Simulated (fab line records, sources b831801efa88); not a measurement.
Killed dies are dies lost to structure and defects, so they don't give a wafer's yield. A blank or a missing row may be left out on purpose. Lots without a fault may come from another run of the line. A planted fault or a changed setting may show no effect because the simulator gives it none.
fab line records | flow sky130
record lots=7 wafers=21 last_day=50
route steps=708 shown CAP2M@614 METAL4@621 PAD_OPEN@708
lots that met no fault: from a run of the same line without faults
start_h: hours from the record's first day to the start of the lot's first wafer shown | wait_h: hours since the lot's step before | " the same as in the row above | L1.1+2: a row that stands for several wafers | - no value, or no start given | * or withheld: withheld | < > ~ a bound
route shown NAME@n: a module of which the file shows steps, and the number in the route of the first | usual: mean/standard deviation of fault-free wafers | same: alike in all rows | chamber/n: place in a boat | sites: the reading at each site | _std_site: their standard deviation | _edge_site: outer sites' mean less inner sites' | radius_mm: how far each site lies from the wafer's centre | mask NAME#n: copy n | behind: the tool/chamber that last shaped the wafer | hold: why the lot was held/for how many hours/how that ended | device: the transistor (n, p or np) that didn't switch | end of line: the same wafers' tests at the end of the route | a step without rows: its recipe alone | killed: dies lost to structure and defects at the first sort, not the wafer's yield | map: a wafer's dies, x killed, . not, _ none there
set.NAME: the setting as run; set.NAME@STEP: as run at that earlier step | model.NAME: the simulator's own value behind a step, which no gauge read
lots at some steps of the route; a table a step, a row a wafer
services: from which hour (start_h, from the record's first day; less than 0 if before it) a tool's chamber was out of use, for how many hours, and why
## steps
# step SKY_CAP2M_DEVELOP_11
# recipe resist=NOVOLAK developer=TMAH develop_time_s=60 dev_temp_c=23
# step SKY_CAP2M_OVL_MEAS_12
# usual CAP2M_OVL=0.5/1.3
# columns lot.wafer tool chamber start_h wait_h CAP2M_OVL[nm]
L889.3 overlay-02 - 950.00 0.1 -1.6
L889.4 " - " " -1.3
L889.6 " - " " -1.3
L894.3 overlay-01 - 992.74 0.1 -1.2
L894.5 " - " " 0.1
L894.6 " - " " -1.1
L895.1 overlay-02 - 1001.17 0.1 -1.8
L895.2 " - " " -0.1
L895.6 " - " " -0.8
L896.3 overlay-02 - 1002.28 0.1 0.4
L896.5 " - " " -0.2
L896.6 " - " " -1.5
L897.1 overlay-01 - 1015.68 0.1 0.7
L897.2 " - " " 1.1
L897.4 " - " " 1.5
L905.2 overlay-01 - 1095.59 0.1 1.6
L905.4 " - " " -0.4
L905.5 " - " " 0.6
L910.4 overlay-01 - 1101.59 0.1 -0.2
L910.5 " - " " 0.3
L910.6 " - " " -1.9
# step SKY_CAP2M_METAL_ETCH_13
# recipe target_depth_nm=220 stop_on=SiO2 chemistry=Cl2/BCl3 target=TiN pressure_mtorr=10 icp_w=867.5 bias_w=48.5 Cl2_flow_sccm=60 bcl3_flow_sccm=30 time_s=62.9
# usual bcl3_flow_sccm=30.01/0.091 drypump_motor_current_A=5.7/0.61 oes_product_au=0.941/0.0071 throttle_valve_pct=21.902/0.01
# columns lot.wafer tool chamber start_h wait_h bcl3_flow_sccm drypump_motor_current_A oes_product_au rf_hours_counter_h throttle_valve_pct
L889.3 rie_metal-03 1 950.04 0.0 29.88 5.4 0.944 - 21.889
L889.4 " 0 " " 29.83 4.9 0.941 - 21.896
L889.6 " 0 " " 29.82 4.9 0.943 - 21.909
L894.3 rie_metal-04 0 992.79 0.0 29.90 6.7 0.936 - 21.917
L894.5 " 1 " " 30.07 5.8 0.940 - 21.919
L894.6 " 0 " " 29.83 6.7 0.938 - 21.903
L895.1 rie_metal-03 0 1001.20 0.0 29.84 4.9 0.941 16 21.910
L895.2 " 1 " " 29.96 5.4 0.947 14 21.901
L895.6 " 1 " " 29.98 5.4 0.938 - 21.914
L896.3 rie_metal-04 0 1002.33 0.0 30.13 6.7 0.939 - 21.908
L896.5 " 0 " " 30.01 6.7 0.948 - 21.894
L896.6 " 1 " " 30.08 5.8 0.943 - 21.925
L897.1 rie_metal-01 1 1015.71 0.0 29.96 5.0 0.941 16 21.913
L897.2 " 0 " " 29.86 5.8 0.938 15 21.916
L897.4 " 0 " " 30.00 5.8 0.937 - 21.919
L905.2 rie_metal-04 1 1095.62 0.0 30.11 5.8 0.933 21 21.890
L905.4 " 1 " " 29.92 5.9 0.943 - 21.903
L905.5 " 0 " " 30.04 6.7 0.933 - 21.905
L910.4 rie_metal-04 0 1101.64 0.0 30.04 6.7 0.941 - 21.902
L910.5 " 1 " " 30.01 5.9 0.933 - 21.898
L910.6 " 0 " " 30.11 6.7 0.936 - 21.909
# step SKY_CAP2M_STRIP_14
# recipe chemistry=O2/N2 power_w=1400 pressure_mtorr=1500 platen_temp_c=withheld o2_flow_sccm=3000 n2_flow_sccm=300 overash_fraction=0.5
# usual drypump_motor_current_A=5.4/0.33 oes_product_au=0.710/0.0045 strip_time_to_endpoint_s=12.73/0.047
# columns lot.wafer tool chamber start_h wait_h drypump_motor_current_A oes_product_au rf_hours_counter_h strip_time_to_endpoint_s
L889.3 plasma_asher-04 1 950.13 0.1 5.3 0.713 - 12.69
L889.4 " 0 " " 5.5 0.714 - 12.63
L889.6 " 0 " " 5.5 0.701 - 12.68
L894.3 plasma_asher-04 1 992.87 0.1 5.3 0.714 - 12.72
L894.5 " 1 " " 5.3 0.704 - 12.67
L894.6 " 0 " " 5.5 0.714 - 12.67
L895.1 plasma_asher-03 0 1001.28 0.1 5.9 0.705 114 12.67
L895.2 " 1 " " 5.7 0.709 114 12.72
L895.6 " 1 " " 5.8 0.713 - 12.71
L896.3 plasma_asher-04 1 1002.42 0.1 5.3 0.709 - 12.68
L896.5 " 0 " " 5.6 0.708 - 12.69
L896.6 " 1 " " 5.3 0.703 - 12.74
L897.1 plasma_asher-01 1 1015.79 0.1 4.9 0.716 25 12.72
L897.2 " 0 " " 5.6 0.708 25 12.73
L897.4 " 0 " " 5.6 0.700 - 12.75
L905.2 plasma_asher-01 1 1095.70 0.1 4.9 0.705 33 12.76
L905.4 " 1 " " 4.9 0.707 - 12.77
L905.5 " 0 " " 5.6 0.711 - 12.80
L910.4 plasma_asher-03 0 1101.72 0.1 5.9 0.710 - 12.82
L910.5 " 0 " " 5.9 0.717 - 12.75
L910.6 " 1 " " 5.8 0.710 - 12.77
# step SKY_CAP2M_STRIP_15
# recipe chemistry=post_etch_residue_remover time_s=1200 temp_c=72.5
# step SKY_CAP2M_CLEAN_16
# recipe chemistry=IPA time_s=180 temp_c=25
# step SKY_CAP2M_CLEAN_17
# recipe chemistry=O3/DIW dry=n2_spin
# step SKY_METAL4_DEHYDRATE_05
# recipe temp_c=200 time_s=60
# step SKY_METAL4_HMDS_06
# recipe prime_time_s=60 prime_temp_c=120
# step SKY_METAL4_COAT_07
# recipe resist=BARC temp_c=withheld time_s=withheld spin_rpm=3000 resist_thk_nm=60
# step SKY_METAL4_COAT_08
# recipe resist=KrF-thick spin_rpm=3000 resist_thk_nm=1140
# step SKY_METAL4_SOFTBAKE_09
# recipe temp_c=100 time_s=90 resist=KrF-thick
# step SKY_METAL4_EXPOSE_10
# recipe mask_id=MM4 na=0.68 source_shape=annular sigma_inner=0.4 sigma_outer=0.8 target_cd_nm=300 dose_mj=28
# usual exposure_dose_mJ_cm2=27.96/0.031 focus_offset_nm=0.0/0.55
# columns lot.wafer tool chamber start_h wait_h mask exposure_dose_mJ_cm2 focus_offset_nm
L889.3 krf_scanner-01 0 962.03 - MM4#0 27.97 -0.2
L889.4 " 0 " " MM4#0 27.97 -0.1
L889.6 " 0 " " MM4#0 27.95 -0.4
L894.3 krf_scanner-02 0 1005.10 - MM4#0 27.98 -0.7
L894.5 " 0 " " MM4#0 27.98 -0.7
L894.6 " 0 " " MM4#0 27.94 0.0
L895.1 krf_scanner-02 0 1012.04 - MM4#0 27.57 0.6
L895.2 " 0 " " MM4#0 27.55 -0.3
L895.6 " 0 " " MM4#0 27.54 0.2
L896.3 krf_scanner-02 0 1013.68 - MM4#0 27.55 -0.1
L896.5 " 0 " " MM4#0 27.58 0.5
L896.6 " 0 " " MM4#0 27.55 0.9
L897.1 krf_scanner-02 0 1027.04 - MM4#0 27.74 -0.8
L897.2 " 0 " " MM4#0 27.72 -0.7
L897.4 " 0 " " MM4#0 27.68 -0.8
L905.2 krf_scanner-01 0 1105.89 - MM4#0 27.93 0.5
L905.4 " 0 " " MM4#0 27.97 0.3
L905.5 " 0 " " MM4#0 27.96 0.6
L910.4 krf_scanner-01 0 1114.02 - MM4#0 27.89 0.4
L910.5 " 0 " " MM4#0 27.92 -0.3
L910.6 " 0 " " MM4#0 27.90 -0.4
# step SKY_METAL4_PEB_11
# recipe peb_temp_c=withheld peb_time_s=withheld resist=KrF-thick
# step SKY_METAL4_DEVELOP_12
# recipe develop_time_s=60 resist=KrF-thick dev_temp_c=21
# step SKY_METAL4_CD_MEAS_13
# recipe target_cd_nm=300
# usual cd_nm=300.4/1.3
# columns lot.wafer tool chamber start_h wait_h cd_nm
L889.3 cd_sem-01 - 974.53 - 300.0
L889.4 " - " " 298.8
L889.6 " - " " 298.3
L894.3 cd_sem-02 - 1016.71 - 301.6
L894.5 " - " " 301.2
L894.6 " - " " 299.7
L895.1 cd_sem-02 - 1023.78 - 302.5
L895.2 " - " " 301.7
L895.6 " - " " 301.7
L896.3 cd_sem-02 - 1025.12 - 304.9
L896.5 " - " " 303.7
L896.6 " - " " 304.2
L897.1 cd_sem-01 - 1037.48 - 303.6
L897.2 " - " " 301.9
L897.4 " - " " 301.5
L905.2 cd_sem-02 - 1116.41 - 301.2
L905.4 " - " " 299.6
L905.5 " - " " 300.2
L910.4 cd_sem-02 - 1122.40 - 298.2
L910.5 " - " " 298.0
L910.6 " - " " 296.9
# step SKY_METAL4_OVL_MEAS_14
# usual METAL4_OVL=-2/4.3
# columns lot.wafer tool chamber start_h wait_h METAL4_OVL[nm]
L889.3 overlay-02 - 974.62 0.1 -4
L889.4 " - " " 1
L889.6 " - " " 1
L894.3 overlay-02 - 1016.80 0.1 -12
L894.5 " - " " -10
L894.6 " - " " -8
L895.1 overlay-02 - 1023.90 0.1 -9
L895.2 " - " " 1
L895.6 " - " " -5
L896.3 overlay-02 - 1025.22 0.1 -4
L896.5 " - " " -3
L896.6 " - " " -7
L897.1 overlay-02 - 1037.60 0.1 3
L897.2 " - " " 1
L897.4 " - " " -2
L905.2 overlay-01 - 1116.52 0.1 -8
L905.4 " - " " -8
L905.5 " - " " -7
L910.4 overlay-02 - 1122.48 0.1 -8
L910.5 " - " " -5
L910.6 " - " " -8
# step SKY_METAL4_DESCUM_15
# recipe chemistry=O2 source_power_w=150 bias_power_w=0 pressure_mtorr=10 temp_c=40 time_s=8
# usual drypump_motor_current_A=5.7/0.54 oes_product_au=0.999/0.0081
# columns lot.wafer tool chamber start_h wait_h drypump_motor_current_A oes_product_au rf_hours_counter_h model.METAL4.cd_nm
L889.3 rie_metal-02 0 974.65 0.0 5.7 1.010 - 300.3
L889.4 " 1 " " 5.9 0.999 - 298.2
L889.6 " 0 " " 5.7 1.007 - 298.7
L894.3 rie_metal-04 1 1016.83 0.0 5.8 0.996 - 301.1
L894.5 " 1 " " 5.8 1.003 - 301.3
L894.6 " 0 " " 6.7 1.002 - 299.9
L895.1 rie_metal-02 1 1023.94 0.0 5.9 1.004 16 302.3
L895.2 " 0 " " 5.7 1.007 22 301.5
L895.6 " 1 " " 5.9 1.002 - 301.3
L896.3 rie_metal-04 0 1025.25 0.0 6.7 0.998 - 304.7
L896.5 " 1 " " 5.8 1.001 - 303.9
L896.6 " 0 " " 6.7 0.996 - 304.2
L897.1 rie_metal-04 0 1037.64 0.0 6.7 0.988 6 303.7
L897.2 " 1 " " 5.9 0.993 17 301.8
L897.4 " 1 " " 5.9 1.000 - 301.6
L905.2 rie_metal-02 0 1116.55 0.0 5.8 0.983 4 300.5
L905.4 " 1 " " 5.9 1.002 - 299.3
L905.5 " 1 " " 5.9 0.991 - 300.3
L910.4 rie_metal-04 0 1122.51 0.0 6.7 0.995 - 298.3
L910.5 " 1 " " 5.9 1.002 - 297.4
L910.6 " 0 " " 6.7 0.985 - 297.2
# step SKY_METAL4_ETCH_16
# recipe chemistry=N2/H2 target=BARC ion_energy_ev=202.7 bias_w=100 pressure_mtorr=30 n2_flow_sccm=100 h2_flow_sccm=200 icp_w=500 stop_on=SiO2 time_s=88.2 target_depth_a=600
# usual drypump_motor_current_A=5.7/0.54 oes_product_au=0.626/0.0047 throttle_valve_pct=13.206/0.0086
# columns lot.wafer tool chamber start_h wait_h drypump_motor_current_A oes_product_au rf_hours_counter_h throttle_valve_pct
L889.3 rie_metal-02 0 974.71 0.0 5.8 0.627 - 13.202
L889.4 " 1 " " 5.9 0.632 - 13.233
L889.6 " 0 " " 5.7 0.624 - 13.211
L894.3 rie_metal-04 1 1016.89 0.0 5.9 0.632 - 13.212
L894.5 " 1 " " 5.9 0.626 - 13.210
L894.6 " 0 " " 6.7 0.623 - 13.204
L895.1 rie_metal-02 1 1023.97 0.0 5.9 0.626 16 13.222
L895.2 " 0 " " 5.8 0.620 22 13.216
L895.6 " 1 " " 5.9 0.622 - 13.207
L896.3 rie_metal-04 0 1025.30 0.0 6.7 0.621 - 13.219
L896.5 " 1 " " 5.9 0.622 - 13.199
L896.6 " 0 " " 6.7 0.627 - 13.216
L897.1 rie_metal-04 0 1037.67 0.0 6.7 0.632 6 13.203
L897.2 " 1 " " 5.9 0.625 17 13.204
L897.4 " 1 " " 5.9 0.623 - 13.198
L905.2 rie_metal-02 0 1116.58 0.0 5.8 0.630 4 13.194
L905.4 " 1 " " 5.9 0.631 - 13.206
L905.5 " 1 " " 5.9 0.630 - 13.195
L910.4 rie_metal-04 0 1122.56 0.0 6.7 0.629 - 13.218
L910.5 " 1 " " 5.9 0.623 - 13.211
L910.6 " 0 " " 6.7 0.623 - 13.202
# step SKY_METAL4_ETCH_17
# recipe target=SiO2 stop_on=TiN chemistry=C4F8/O2/Ar source_w=1500 bias_w=1200 pressure_mtorr=40 c4f8_flow_sccm=withheld O2_flow_sccm=6 Ar_flow_sccm=300 time_s=3.9 target_depth_a=150
# usual oes_product_au=0.753/0.0078
# columns lot.wafer tool chamber start_h wait_h oes_product_au rf_hours_counter_h model.METAL4.cd_nm
L889.3 rie_diel-04 1 974.77 0.0 0.743 18 298.6
L889.4 " 3 " " 0.750 1 299.7
L889.6 " 2 " " 0.738 - 297.5
L894.3 rie_diel-03 0 1016.95 0.0 0.758 13 300.6
L894.5 " 3 " " 0.770 - 302.1
L894.6 " 0 " " 0.771 - 300.4
L895.1 rie_diel-01 1 1024.07 0.1 0.755 23 303.4
L895.2 " 0 " " 0.751 6 300.2
L895.6 " 0 " " 0.761 - 302.1
L896.3 rie_diel-03 1 1025.37 0.0 0.748 21 304.8
L896.5 " 0 " " 0.759 - 305
L896.6 " 3 " " 0.747 - 303.6
L897.1 rie_diel-01 2 1037.77 0.1 0.750 27 303.7
L897.2 " 3 " " 0.759 10 301.9
L897.4 " 2 " " 0.763 - 302.3
L905.2 rie_diel-03 1 1116.68 0.1 0.753 24 299.7
L905.4 " 3 " " 0.760 18 299.8
L905.5 " 3 " " 0.754 - 301
L910.4 rie_diel-01 2 1122.63 0.0 0.750 30 298.4
L910.5 " 1 " " 0.757 - 296.9
L910.6 " 0 " " 0.751 - 296.5
# step SKY_METAL4_METAL_ETCH_18
# recipe target_depth_a=8450 stop_on=SiO2 over_etch_frac=0.3 time_s=183.1 chemistry=Cl2/BCl3 resist_sidewall_deg=88 pressure_mtorr=10 icp_w=900 bias_w=48.5 Cl2_flow_sccm=60 bcl3_flow_sccm=30
# usual bcl3_flow_sccm=29.99/0.084 drypump_motor_current_A=5.8/0.56 oes_product_au=0.865/0.0063 throttle_valve_pct=22.264/0.0083
# same over_etch_frac=0.3
# columns lot.wafer tool chamber start_h wait_h bcl3_flow_sccm drypump_motor_current_A oes_product_au rf_hours_counter_h throttle_valve_pct
L889.3 rie_metal-03 1 974.85 0.1 30.17 5.4 0.871 - 22.268
L889.4 " 0 " " 30.05 4.9 0.863 - 22.274
L889.6 " 0 " " 29.96 4.9 0.856 - 22.260
L894.3 rie_metal-02 0 1017.03 0.1 29.89 5.7 0.867 - 22.254
L894.5 " 0 " " 29.87 5.7 0.868 - 22.254
L894.6 " 1 " " 29.94 5.9 0.863 - 22.257
L895.1 rie_metal-04 1 1024.09 0.0 30.03 5.9 0.868 16 22.258
L895.2 " 0 " " 29.95 6.6 0.869 5 22.268
L895.6 " 1 " " 29.99 5.8 0.868 - 22.274
L896.3 rie_metal-03 0 1025.45 0.1 29.96 4.9 0.850 - 22.259
L896.5 " 1 " " 29.95 5.4 0.854 - 22.254
L896.6 " 0 " " 30.13 4.9 0.860 - 22.269
L897.1 rie_metal-02 0 1037.79 0.0 30.05 5.7 0.873 23 22.252
L897.2 " 1 " " 29.90 5.9 0.868 17 22.284
L897.4 " 1 " " 29.86 5.9 0.860 - 22.262
L905.2 rie_metal-04 1 1116.69 0.0 30.00 5.9 0.877 22 22.261
L905.4 " 1 " " 30.13 5.8 0.864 - 22.279
L905.5 " 0 " " 30.05 6.7 0.858 - 22.279
L910.4 rie_metal-03 0 1122.70 0.1 29.99 4.9 0.869 - 22.260
L910.5 " 0 " " 29.93 4.9 0.855 - 22.262
L910.6 " 1 " " 30.04 5.4 0.878 - 22.256
# step SKY_PAD_OPEN_PROBE_99
# usual defect_limited_yield=82.8/1.7 killed_at_M0_to_M3=43/6.2 killed_at_M4_up=2.8/1.7 killed_at_contacts=24/4.8 killed_at_front_end=15/4.3 killed_at_other=0.3/0.55 killed_dies=85/8.4 killed_open=46/6.7 killed_short=38/6.2 sort_bin_3_pad_short=0.9/0.46 sort_bin_5_function=10.2/1.3 sort_bin_6_memory=6.1/0.9 sort_n_pass=407/8.4 sort_yield_pct=82.8/1.7
# same gross_dies=492 killed_at_back_side=0 sort_bin_4_leakage[%]=0 sort_bin_8_speed[%]=0
# columns lot.wafer tool chamber start_h wait_h defect_limited_yield[%] killed_at_M0_to_M3 killed_at_M4_up killed_at_contacts killed_at_front_end killed_at_other killed_dies killed_open killed_short sort_bin_3_pad_short[%] sort_bin_5_function[%] sort_bin_6_memory[%] sort_n_pass sort_yield_pct[%]
L889.3 prober-02 - 1071.33 0.2 86.4 33 3 21 10 0 67 35 32 0.8 6.7 6.1 425 86.4
L889.4 prober-02 - 1071.38 0.2 81.7 50 1 25 14 0 90 45 45 0.6 10.4 7.3 402 81.7
L889.6 prober-02 - 1071.48 0.2 82.3 44 5 22 16 0 87 52 34 0.4 10.8 6.5 405 82.3
# killed by level:class
L889.3 CONTACT:geometric_particle:open=11 VIA2:geometric_particle:open=7 FIELD_ISO:geometric_particle:short=6 METAL1:geometric_particle:short=5 VIA3:geometric_particle:open=5 LI_CONTACT:geometric_particle:short=4 CONTACT:geometric_particle:short=4 VIA1:geometric_particle:open=4
L889.4 VIA1:geometric_particle:open=15 VIA1:geometric_particle:short=10 METAL1:geometric_particle:short=8 CONTACT:geometric_particle:open=7 LI_CONTACT:geometric_particle:open=6 CONTACT:geometric_particle:short=6 FIELD_ISO:geometric_particle:short=5 VIA3:geometric_particle:open=5
L889.6 VIA1:geometric_particle:open=15 VIA3:geometric_particle:open=12 CONTACT:geometric_particle:open=9 CONTACT:geometric_particle:short=6 FIELD_ISO:geometric_particle:open=5 FIELD_ISO:geometric_particle:short=5 METAL2:geometric_particle:short=5 METAL4:geometric_particle:short=4
## services
# columns tool chamber start_h hours kind
rie_metal-04 - 936.96 0.4 repair
krf_scanner-01 - 941.11 1.0 pm
rie_diel-01 2 942.90 8.1 repair
krf_scanner-02 - 946.08 1.3 pm
krf_scanner-02 - 947.38 1.0 pm
krf_scanner-01 - 948.38 0.8 pm
krf_scanner-02 - 949.13 4.4 pm
krf_scanner-01 - 952.83 0.3 repair
krf_scanner-02 - 963.55 0.8 pm
krf_scanner-01 - 979.85 0.4 repair
krf_scanner-01 - 981.93 1.3 pm
rie_metal-02 0 982.87 14.9 repair
plasma_asher-04 - 1007.67 14.6 pm
rie_metal-04 - 1010.25 2.8 pm
rie_metal-04 - 1013.62 2.3 repair
rie_metal-02 1 1025.71 2.6 repair
rie_diel-01 1 1028.03 23.8 repair
krf_scanner-02 - 1038.07 0.3 repair
rie_metal-02 - 1049.90 1.0 repair
rie_metal-04 1 1066.14 4.3 repair
krf_scanner-02 - 1085.04 1.0 pm
krf_scanner-02 - 1089.81 1.3 pm
rie_metal-04 1 1104.60 4.0 repair
rie_metal-03 - 1110.34 2.8 pm
## key
first_sign step=SKY_METAL4_EXPOSE_10 reading=exposure_dose_mJ_cm2 direction=down sigmas=11 usual=* struck=*
effect step=SKY_METAL4_CD_MEAS_13 reading=cd_nm direction=up sigmas=1.9 usual=300.4 struck=302.9 wafers_moved=6 through=control_loop
model_effect step=SKY_METAL4_DESCUM_15 value=METAL4.cd_nm without=300.3 struck=302.8
model_effect step=SKY_METAL4_ETCH_17 value=METAL4.cd_nm without=300.6 struck=303
met_at SKY_METAL4_EXPOSE_10
struck_wafers L895.1,L895.2,L895.6,L896.3,L896.5,L896.6,L897.1,L897.2,L897.4
loop_trim step=SKY_METAL4_EXPOSE_10 setting=dose lots=L897
onset_between 1005.10 1012.04
fault kind=process_parameter_drift tool=krf_scanner-02 chamber=- onset_h=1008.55 steps=SKY_METAL4_EXPOSE_10 channel=dose_mj offset=-0.43169 shape=step acts_in=these_recipes_only stated=28
# loop_trim: a control loop set the setting to another value than it would have without faults
